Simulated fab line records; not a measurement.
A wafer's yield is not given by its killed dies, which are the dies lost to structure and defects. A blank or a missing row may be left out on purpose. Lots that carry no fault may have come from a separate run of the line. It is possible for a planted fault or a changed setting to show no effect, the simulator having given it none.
Which tool did it?	flow sky130	Sampling: 12 lots, 36 wafers, 7 of 708 route steps

WHAT THE GAUGES READ, wafer by wafer
SKY_VT_ADJUST_HVTP_TW_MEAS_11.
lot	measured	on	VT_ADJUST_HVTP_TW
L755	day 6 08:43	film_metro-01	1371 1365 1364
L756	day 6 12:46	film_metro-01	1361 1370 1375
L757	day 6 22:26	film_metro-03	1366 1370 1377
L758	day 7 07:17	film_metro-02	1338 1339 1344
L759	day 7 09:03	film_metro-01	1379 1376 1381
L760	day 7 15:12	film_metro-01	1375 1378 1373
L767	day 9 10:11	film_metro-01	1379 1373 1374
L770	day 10 03:50	film_metro-03	1360 1358 1364
L771	day 10 13:19	film_metro-02	1336 1346 1341
L773	day 11 02:52	film_metro-02	1346 1347 1342
L775	day 11 13:54	film_metro-02	1349 1343 1344
L777	day 12 21:21	film_metro-03	1364 1356 1363

SKY_VT_ADJUST_NCORE_CD_MEAS_07: target cd 380 nm.
lot	measured	on	cd_nm (nm)
L755	day 8 17:54	cd_sem-01	381.4 381.0 382.1
L756	day 9 01:09	cd_sem-02	380.5 382.2 381.5
L757	day 9 11:38	cd_sem-02	379.2 378.8 380.8
L758	day 9 19:33	cd_sem-02	378.2 376.2 378.7
L759	day 9 22:57	cd_sem-01	379.9 379.0 378.7
L760	day 10 05:11	cd_sem-02	383.8 381.7 380.7
L767	day 12 07:12	cd_sem-02	- - 384.9
L770	day 13 03:49	cd_sem-01	382.2 383.8 384.7
L771	day 13 13:14	cd_sem-02	- 384.2 -
L773	day 14 05:05	cd_sem-01	384.0 381.4 383.4
L775	day 14 17:49	cd_sem-02	377.3 379.9 376.5
L777	day 16 04:03	cd_sem-01	374.7 377.4 378.1

SKY_VT_ADJUST_NCORE_OVL_MEAS_08.
lot	measured	on	VT_ADJUST_NCORE_OVL (nm)
L755	day 8 18:01	overlay-01	0.5 0.0 1.4
L756	day 9 01:16	overlay-01	-0.2 -1.2 -0.9
L757	day 9 11:46	overlay-02	0.0 -0.6 -0.3
L758	day 9 19:40	overlay-01	1.7 1.2 2.8
L759	day 9 23:04	overlay-01	1.9 1.9 0.7
L760	day 10 05:17	overlay-01	1.0 0.9 1.0
L767	day 12 07:19	overlay-01	- - 1.6
L770	day 13 03:56	overlay-01	0.5 1.9 0.8
L771	day 13 13:20	overlay-02	- -1.3 -
L773	day 14 05:13	overlay-01	3.3 1.3 2.1
L775	day 14 17:55	overlay-01	1.4 2.0 3.5
L777	day 16 04:10	overlay-01	-0.9 -0.5 0.0

SKY_VT_ADJUST_NCORE_TW_MEAS_11.
lot	measured	on	VT_ADJUST_NCORE_TW
L755	day 8 18:18	film_metro-04	219.9 219.9 220.4
L756	day 9 01:33	film_metro-01	221.4 221.7 221.8
L757	day 9 12:02	film_metro-04	219.2 218.6 219.5
L758	day 9 19:58	film_metro-01	222.6 221.8 223.5
L759	day 9 23:22	film_metro-01	222.7 223.0 221.4
L760	day 10 05:34	film_metro-01	220.7 220.6 222.1
L767	day 12 07:37	film_metro-02	29.8 29.7 218.9
L770	day 13 04:13	film_metro-01	222.7 222.1 223.5
L771	day 13 13:38	film_metro-01	30.6 222.3 30.2
L773	day 14 05:29	film_metro-04	221.8 222.0 221.2
L775	day 14 18:12	film_metro-02	216.4 217.1 216.1
L777	day 16 04:28	film_metro-02	217.3 215.9 216.1

SKY_VT_ADJUST_HVTR_CD_MEAS_07: target cd 380 nm.
lot	measured	on	cd_nm (nm)
L755	day 9 15:36	cd_sem-01	383.3 383.9 383.1
L756	day 9 22:56	cd_sem-02	376.6 379.5 377.0
L757	day 10 09:56	cd_sem-01	376.5 376.9 375.3
L758	day 10 18:12	cd_sem-01	378.1 377.9 379.5
L759	day 10 21:24	cd_sem-01	376.4 381.0 378.2
L760	day 11 04:55	cd_sem-02	379.7 379.3 382.0
L767	day 13 08:03	cd_sem-01	380.0 378.2 379.2
L770	day 14 05:41	cd_sem-02	378.6 375.7 375.3
L771	day 14 15:29	cd_sem-02	378.2 379.2 378.3
L773	day 15 08:35	cd_sem-01	381.6 382.8 381.1
L775	day 15 20:56	cd_sem-01	377.6 378.5 379.0
L777	day 17 08:51	cd_sem-02	383.6 385.7 384.8

SKY_VT_ADJUST_HVTR_OVL_MEAS_08.
lot	measured	on	VT_ADJUST_HVTR_OVL (nm)
L755	day 9 15:43	overlay-02	-3.1 -2.6 -1.2
L756	day 9 23:04	overlay-02	-2.7 0.5 -1.0
L757	day 10 10:04	overlay-02	-0.4 0.4 0.0
L758	day 10 18:19	overlay-01	-1.0 -0.2 -1.9
L759	day 10 21:31	overlay-01	0.4 -0.3 0.2
L760	day 11 05:02	overlay-01	4.0 2.8 2.5
L767	day 13 08:10	overlay-01	0.4 -1.8 0.1
L770	day 14 05:49	overlay-01	-0.3 -0.6 -1.2
L771	day 14 15:35	overlay-01	2.0 2.6 2.5
L773	day 15 08:43	overlay-02	-0.8 1.5 -2.6
L775	day 15 21:02	overlay-01	1.0 0.3 0.3
L777	day 17 08:58	overlay-02	0.2 1.7 -0.4

WHAT TOOL EACH LOT RAN ON (gives the tool, then ch and the chambers of the sampled wafers, and finally the start)
lot	SKY_VT_ADJUST_NCORE_DEVELOP_06
L755	litho_track-03 ch 0, day 8 17:45
L756	litho_track-03 ch 0, day 9 01:00
L757	litho_track-01 ch 0, day 9 11:29
L758	litho_track-02 ch 0, day 9 19:24
L759	litho_track-02 ch 0, day 9 22:48
L760	litho_track-01 ch 0, day 10 05:01
L767	litho_track-02 ch 0, day 12 07:03
L770	litho_track-03 ch 0, day 13 03:39
L771	litho_track-02 ch 0, day 13 13:06
L773	litho_track-01 ch 0, day 14 04:56
L775	litho_track-01 ch 0, day 14 17:40
L777	litho_track-02 ch 0, day 16 03:54
- SKY_VT_ADJUST_NCORE_DEVELOP_06: develop time 60 s.

AS READ BY THE TOOLS THEMSELVES (means over the sampled wafers that have a number; for cases with no such wafer, the mark the record gives instead)
The record holds no such reading with a usual standard deviation.

THE ANSWER, worked out from the rows above alone
Rule: usual is defined by the lots themselves. The widest of any qualifying gaps counts: lots, ordered by their means at a reading, are off when they make up no more than a third of the lots, leave a main group of 4 or more, and stand apart from it by 3 or more times the standard deviation of that group's means. A main group whose means are all the same, to the digits that the tables above print for the reading, isn't used. A lot without any number at a reading at which 4 lots or more have one is off too. Where the step has rows for the other lots, those lots are counted as sound. Order of review: gauges by route order, followed by the tools' own readings, for which a lot's mean as printed above is used. At the first step where some lot is off, the reading lying furthest off is the one used; lots without a number count as furthest.
Off: L767, L771, seen at SKY_VT_ADJUST_NCORE_TW_MEAS_11 (VT_ADJUST_NCORE_TW). Mean 220.4 and standard deviation 2.2 in the main group.
If a tool, at a process step before that reading, ran all the lots that are off and no sound lot after the first of them, it fits. Gauges at SKY_VT_ADJUST_NCORE_TW_MEAS_11: tried the same way as those tools. Not one of the candidates tried fits.

WHAT WAS PUT IN BY THE SIMULATOR
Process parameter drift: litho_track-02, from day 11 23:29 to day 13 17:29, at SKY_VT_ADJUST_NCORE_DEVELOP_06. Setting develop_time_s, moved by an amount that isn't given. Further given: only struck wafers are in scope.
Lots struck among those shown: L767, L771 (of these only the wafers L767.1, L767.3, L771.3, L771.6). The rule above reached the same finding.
